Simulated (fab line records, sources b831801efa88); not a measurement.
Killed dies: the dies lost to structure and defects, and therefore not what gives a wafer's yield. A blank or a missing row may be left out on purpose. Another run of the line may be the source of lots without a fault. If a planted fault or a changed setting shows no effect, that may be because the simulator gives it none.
What tool caused it? | flow sky130 | 11 lots (33 wafers sampled), 1 step of a 708-step route

== WHAT THE GAUGES READ, wafer by wafer ==
SKY_CAP2M_RS_MEAS_03: a four-point-probe measurement.
lot  | measured     | on            | CAP2M_TIN_RS (ohm/sq)
L834 | day 39 21:54 | film_metro-01 | 6.86 6.89 6.91
L836 | day 40 09:09 | film_metro-01 | 6.95 6.90 6.87
L839 | day 41 07:27 | film_metro-03 | 6.95 6.91 6.89
L840 | day 41 22:54 | film_metro-04 | 6.83 6.78 6.82
L841 | day 42 08:17 | film_metro-03 | 6.89 6.95 6.94
L842 | day 42 08:19 | film_metro-01 | 6.88 6.84 6.86
L843 | day 42 10:23 | film_metro-03 | 6.98 7.00 6.97
L853 | day 45 06:45 | film_metro-04 | 6.90 7.02 6.89
L854 | day 45 11:20 | film_metro-01 | 6.98 6.98 7.04
L855 | day 45 14:10 | film_metro-03 | 6.91 6.74 6.81
L857 | day 46 07:03 | film_metro-03 | 6.96 6.93 6.91

== WHAT TOOL EACH LOT RAN ON (gives the tool, then ch and the chambers of the sampled wafers, and finally the start) ==
Record: no process step prior to these readings.

== WHAT THE TOOLS THEMSELVES READ (means of the sampled wafers that have a number; where no wafer has one, the mark that the record gives instead) ==
The record holds no such reading with a usual standard deviation.

== THE ANSWER, worked out from the rows above alone ==
Rule: what is usual is taken from the lots themselves. Put in order of their means at a reading, lots are off if they are a third of the lots or fewer, leave a main group of 4 or more, and stand apart from it by a gap of 3 or more times the standard deviation of the main group's means; of several such gaps the widest counts. A main group whose means are all the same, to the digits that the tables above print for the reading, isn't used. A lot without any number at a reading at which 4 lots or more have one is off too. All remaining lots with rows at the step are treated as sound. The gauges are gone through in route order, then the tools' own readings, and for those a lot's mean is taken as printed above. At the first step where some lot is off, the reading lying furthest off is the one used; lots without a number count as furthest.
No lot is off on any of the readings shown, so nothing can be concluded from this.

== WHAT THE SIMULATOR HAD PUT IN ==
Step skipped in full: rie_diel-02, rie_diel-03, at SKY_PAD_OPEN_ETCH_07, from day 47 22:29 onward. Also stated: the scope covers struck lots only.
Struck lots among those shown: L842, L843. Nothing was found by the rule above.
